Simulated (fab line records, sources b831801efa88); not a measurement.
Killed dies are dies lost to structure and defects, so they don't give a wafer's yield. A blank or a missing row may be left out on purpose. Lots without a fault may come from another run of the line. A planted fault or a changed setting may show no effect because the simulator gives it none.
fab line records | flow sky130
record lots=13 wafers=39 last_day=50
route steps=708 shown LDD_HVP@285 POLY_CUT@317 RES_XHIGH@336
lots that met no fault: from a run of the same line without faults
start_h: hours from the record's first day to the start of the lot's first wafer shown | wait_h: hours since the lot's step before | " the same as in the row above | L1.1+2: a row that stands for several wafers | - no value, or no start given | * or withheld: withheld | < > ~ a bound
route shown NAME@n: a module of which the file shows steps, and the number in the route of the first | usual: mean/standard deviation of fault-free wafers | same: alike in all rows | chamber/n: place in a boat | sites: the reading at each site | _std_site: their standard deviation | _edge_site: outer sites' mean less inner sites' | radius_mm: how far each site lies from the wafer's centre | mask NAME#n: copy n | behind: the tool/chamber that last shaped the wafer | hold: why the lot was held/for how many hours/how that ended | device: the transistor (n, p or np) that didn't switch | end of line: the same wafers' tests at the end of the route | a step without rows: its recipe alone | killed: dies lost to structure and defects at the first sort, not the wafer's yield | map: a wafer's dies, x killed, . not, _ none there
set.NAME: the setting as run; set.NAME@STEP: as run at that earlier step | model.NAME: the simulator's own value behind a step, which no gauge read
steps of the route over a sample of lots; a table a step, a row a wafer
services: from which hour (start_h, from the record's first day; less than 0 if before it) a tool's chamber was out of use, for how many hours, and why
## steps
# step SKY_LDD_HVP_OVL_MEAS_07
# usual LDD_HVP_OVL=-0.5/1.2
# columns lot.wafer tool chamber start_h wait_h LDD_HVP_OVL[nm]
L985.1 overlay-02 - 484.02 0.1 0.7
L985.4 " - " " 1.3
L985.5 " - " " 0.5
L986.1 overlay-02 - 494.94 0.1 1.0
L986.5 " - " " 0.3
L986.6 " - " " 0.8
L987.4 overlay-01 - 501.45 0.1 -2.2
L987.5 " - " " -0.4
L987.6 " - " " -3.2
L989.3 overlay-01 - 523.79 0.1 -2.2
L989.5 " - " " 1.0
L989.6 " - " " -0.9
L990.1 overlay-02 - 539.52 0.1 -3.5
L990.2 " - " " -1.0
L990.5 " - " " -1.2
L992.1 overlay-02 - 573.67 0.1 -0.6
L992.5 " - " " -2.2
L992.6 " - " " -1.0
L994.2 overlay-02 - 576.54 0.1 0.3
L994.4 " - " " -0.1
L994.6 " - " " -1.1
L995.1 overlay-02 - 587.84 0.1 -1.4
L995.4 " - " " -1.4
L995.6 " - " " 0.0
L996.1 overlay-01 - 597.07 0.1 -0.9
L996.2 " - " " -0.5
L996.3 " - " " -0.1
L101.1 overlay-01 - 632.32 0.1 -1.6
L101.2 " - " " -1.9
L101.5 " - " " -1.0
L105.1 overlay-01 - 670.72 0.1 -2.0
L105.3 " - " " 1.1
L105.5 " - " " -0.1
L107.2 overlay-02 - 680.14 0.1 0.5
L107.4 " - " " 1.4
L107.6 " - " " -0.4
L108.1 overlay-02 - 683.34 0.1 0.9
L108.3 " - " " 0.4
L108.6 " - " " 1.8
# step SKY_POLY_CUT_ETCH_10
# recipe chemistry=N2/H2 target=BARC ion_energy_ev=200 source_w=500 bias_w=100 pressure_mtorr=30 n2_flow_sccm=100 h2_flow_sccm=200 stop_on=SiO2 time_s=45.9 target_depth_a=600
# usual chamber_pressure_mTorr=30.004/0.029 drypump_motor_current_A=5.7/0.47 oes_product_au=0.855/0.005 throttle_valve_pct=13.226/0.0079
# columns lot.wafer tool chamber start_h wait_h chamber_pressure_mTorr drypump_motor_current_A oes_product_au rf_hours_counter_h throttle_valve_pct
L985.1 rie_diel-03 0 546.66 0.0 30.031 5.8 0.851 9 13.224
L985.4 " 2 " " 29.982 6.8 0.864 59 13.214
L985.5 " 0 " " 30.018 5.8 0.857 - 13.232
L986.1 rie_diel-03 0 558.19 0.0 30.022 5.8 0.851 9 13.229
L986.5 " 3 " " 29.988 5.5 0.849 - 13.216
L986.6 " 0 " " 30.058 5.8 0.855 - 13.231
L987.4 rie_diel-03 0 564.39 0.0 29.970 5.8 0.857 10 13.231
L987.5 " 2 " " 29.985 6.8 0.854 - 13.223
L987.6 " 3 " " 30.009 5.5 0.850 - 13.219
L989.3 rie_diel-04 2 586.14 0.0 29.992 5.9 0.853 64 13.225
L989.5 " 0 " " 30.006 5.8 0.858 - 13.237
L989.6 " 3 " " 30.000 6.0 0.853 - 13.223
L990.1 rie_diel-02 3 600.84 0.0 29.984 6.1 0.856 1 13.220
L990.2 " 2 " " 30.028 5.0 0.861 2 13.207
L990.5 " 0 " " 30.064 5.4 0.853 - 13.230
L992.1 rie_diel-04 3 634.19 0.0 30.015 6.1 0.850 16 13.238
L992.5 " 2 " " 30.000 5.9 0.856 - 13.237
L992.6 " 1 " " 30.013 5.9 0.850 - 13.223
L994.2 rie_diel-04 2 637.44 0.0 29.979 5.9 0.861 65 13.228
L994.4 " 3 " " 30.006 6.0 0.852 16 13.231
L994.6 " 0 " " 30.014 5.8 0.855 - 13.234
L995.1 rie_diel-02 2 648.14 0.0 29.986 5.0 0.852 3 13.223
L995.4 " 1 " " 29.981 5.4 0.854 1 13.216
L995.6 " 1 " " 29.959 5.4 0.848 - 13.228
L996.1 rie_diel-02 3 657.91 0.0 29.990 6.1 0.851 2 13.226
L996.2 " 2 " " 30.073 5.0 0.857 3 13.224
L996.3 " 0 " " 30.000 5.4 0.861 1 13.229
L101.1 rie_diel-03 1 692.91 0.0 30.039 5.1 0.871 1 13.228
L101.2 " 3 " " 30.025 5.5 0.853 8 13.214
L101.5 " 3 " " 30.038 5.4 0.845 - 13.242
L105.1 rie_diel-03 0 729.76 0.0 30.025 5.8 0.850 14 13.224
L105.3 " 1 " " 30.033 5.1 0.849 2 13.230
L105.5 " 0 " " 30.017 5.8 0.856 - 13.230
L107.2 rie_diel-04 3 738.36 0.0 30.030 6.0 0.849 20 13.233
L107.4 " 0 " " 29.964 5.8 0.858 - 13.227
L107.6 " 2 " " 30.004 5.9 0.857 - 13.228
L108.1 rie_diel-02 2 741.04 0.0 30.036 5.0 0.851 5 13.218
L108.3 " 3 " " 29.943 6.1 0.859 4 13.208
L108.6 " 1 " " 30.009 5.3 0.844 - 13.210
# step SKY_RES_XHIGH_EXPOSE_04
# recipe mask_id=URPM na=0.6 source_shape=conventional sigma_outer=0.6 polarization=unpolarized target_cd_nm=1270 dose_mj=140
# same na=0.6
# columns lot.wafer tool chamber start_h wait_h mask
L985.1+4+5 iline_stepper-01 0 591.10 - URPM#0
L986.1+5+6 iline_stepper-01 0 602.27 - URPM#0
L987.4+5+6 iline_stepper-01 0 608.63 - URPM#0
L989.3+5+6 iline_stepper-02 0 629.15 - URPM#0
L990.1+2+5 iline_stepper-02 0 645.92 - URPM#0
L992.1+5+6 iline_stepper-01 0 677.70 - URPM#0
L994.2+4+6 iline_stepper-02 0 681.22 - URPM#0
L995.1+4+6 iline_stepper-02 0 691.02 - URPM#0
L996.1+2+3 iline_stepper-01 0 699.96 - URPM_R1#0
L101.1+2+5 iline_stepper-01 0 734.61 - URPM#0
L105.1+3+5 iline_stepper-01 0 771.26 - URPM#0
L107.2+4+6 iline_stepper-01 0 778.58 - URPM#0
L108.1+3+6 iline_stepper-01 0 782.07 - URPM#0
# step SKY_RES_XHIGH_STRIP_08
# recipe chemistry=O2/N2 power_w=1400 pressure_mtorr=1500 platen_temp_c=withheld o2_flow_sccm=3000 n2_flow_sccm=300 overash_fraction=0.5
# usual chamber_pressure_mTorr=1499.9/1.3 drypump_motor_current_A=5.63/0.27 o2_flow_sccm=3000/9.8 oes_product_au=0.711/0.0049 strip_time_to_endpoint_s=14.28/0.046
# columns lot.wafer tool chamber start_h wait_h chamber_pressure_mTorr drypump_motor_current_A o2_flow_sccm oes_product_au rf_hours_counter_h strip_time_to_endpoint_s
L985.1 plasma_asher-04 1 605.42 0.1 1499.7 6.20 2999 0.713 48 14.31
L985.4 " 0 " " 1500.0 5.78 3003 0.715 - 14.30
L985.5 " 1 " " 1502.2 6.18 3007 0.717 - 14.24
L986.1 plasma_asher-03 1 616.97 0.1 1502.5 5.46 2988 0.712 90 14.27
L986.5 " 1 " " 1501.6 5.49 2988 0.705 - 14.28
L986.6 " 0 " " 1498.7 5.68 2993 0.712 - 14.27
L987.4 plasma_asher-01 0 622.71 0.1 1499.7 5.29 2999 0.711 - 14.33
L987.5 " 1 " " 1500.2 5.52 3011 0.717 - 14.32
L987.6 " 0 " " 1500.0 5.29 2994 0.710 - 14.30
L989.3 plasma_asher-03 1 643.66 0.1 1499.5 5.43 3016 0.715 - 14.26
L989.5 " 0 " " 1499.0 5.74 2997 0.714 - 14.25
L989.6 " 1 " " 1499.9 5.53 3002 0.716 - 14.30
L990.1 plasma_asher-01 1 660.13 0.1 1499.7 5.52 3005 0.707 84 14.30
L990.2 " 0 " " 1498.7 5.30 2991 0.710 84 14.28
L990.5 " 0 " " 1498.8 5.28 2993 0.709 - 14.26
L992.1 plasma_asher-03 0 691.47 0.1 1499.9 5.77 2999 0.707 98 14.36
L992.5 " 1 " " 1499.2 5.46 3005 0.719 - 14.30
L992.6 " 0 " " 1500.5 5.70 3000 0.713 - 14.34
L994.2 plasma_asher-04 0 695.04 0.1 1500.8 5.82 3007 0.706 58 14.31
L994.4 " 0 " " 1501.6 5.80 3010 0.713 - 14.26
L994.6 " 0 " " 1499.7 5.83 3005 0.709 - 14.27
L995.1 plasma_asher-01 0 705.07 0.1 1499.2 5.26 3000 0.710 88 14.26
L995.4 " 1 " " 1498.9 5.56 2988 0.712 - 14.25
L995.6 " 1 " " 1498.7 5.53 3002 0.709 - 14.26
L996.1 plasma_asher-01 0 713.38 0.1 1499.0 5.29 2989 0.714 89 14.22
L996.2 " 1 " " 1501.2 5.57 2996 0.713 89 14.25
L996.3 " 1 " " 1500.2 5.60 3004 0.715 - 14.18
L101.1 plasma_asher-03 1 747.97 0.1 1500.9 5.50 3000 0.717 1 14.22
L101.2 " 0 " " 1501.3 5.72 2993 0.712 1 14.22
L101.5 " 1 " " 1500.4 5.43 2992 0.708 - 14.24
L105.1 plasma_asher-03 0 784.64 0.1 1500.8 5.74 3017 0.704 5 14.29
L105.3 " 0 " " 1498.3 5.72 2998 0.710 - 14.29
L105.5 " 0 " " 1498.8 5.74 3000 0.713 - 14.27
L107.2 plasma_asher-01 0 791.83 0.1 1500.8 5.32 3014 0.719 98 14.25
L107.4 " 0 " " 1500.4 5.32 3010 0.720 - 14.25
L107.6 " 0 " " 1496.9 5.33 3010 0.705 - 14.20
L108.1 plasma_asher-04 1 795.14 0.1 1501.0 6.19 3012 0.712 66 14.25
L108.3 " 0 " " 1499.1 5.79 2979 0.712 - 14.28
L108.6 " 1 " " 1497.9 6.16 3006 0.711 - 14.27
## services
# columns tool chamber start_h hours kind
iline_stepper-02 - 549.78 2.1 pm
rie_diel-04 2 552.23 3.4 repair
iline_stepper-02 - 562.20 7.9 repair
rie_diel-03 0 568.64 2.9 repair
iline_stepper-01 - 575.26 6.2 repair
iline_stepper-01 - 585.20 4.4 pm
iline_stepper-02 - 599.08 1.7 pm
iline_stepper-02 - 600.94 2.3 repair
rie_diel-04 3 601.84 13.1 repair
rie_diel-03 1 614.48 3.2 repair
rie_diel-02 2 632.60 3.4 repair
plasma_asher-01 - 656.79 1.9 repair
plasma_asher-01 - 661.35 1.1 repair
rie_diel-03 2 677.78 10.6 repair
iline_stepper-02 - 695.03 2.7 repair
rie_diel-04 - 704.32 1.8 repair
rie_diel-04 1 725.24 15.6 repair
rie_diel-04 2 730.34 5.1 repair
plasma_asher-03 - 733.75 9.0 pm
iline_stepper-01 - 740.71 1.7 pm
rie_diel-02 0 765.48 2.8 repair
rie_diel-02 1 783.88 1.9 repair
iline_stepper-01 - 786.74 11.5 repair
rie_diel-03 0 794.25 8.6 repair
## key
first_sign step=SKY_RES_XHIGH_EXPOSE_04 reading=mask direction=changed
effect none on later readings
met_at SKY_RES_XHIGH_EXPOSE_04
struck_lots L996
sort_left_out L996.1,L996.2,L996.3
tester_left_out L996
not_acting_at SKY_LDD_HVP_OVL_MEAS_07,SKY_POLY_CUT_ETCH_10,SKY_RES_XHIGH_STRIP_08
onset_between 677.70 699.96
fault kind=wrong_mask tool=any chamber=- onset_h=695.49 steps=SKY_RES_XHIGH_EXPOSE_04 aux_copy=URPM_R1#0 cd_offset_nm=190 scope=struck_lots_only
# tester_left_out: of these lots the tester's yield and bins aren't shown, on N5 and GAA mostly nor the transistor test; their killed dies are dies lost to structure and defects alone, not to doping, threshold or leakage, so they don't give the yield
# sort_left_out: the simulated sort isn't trusted on such a fault, so these wafers' sort isn't shown, and their yield isn't known
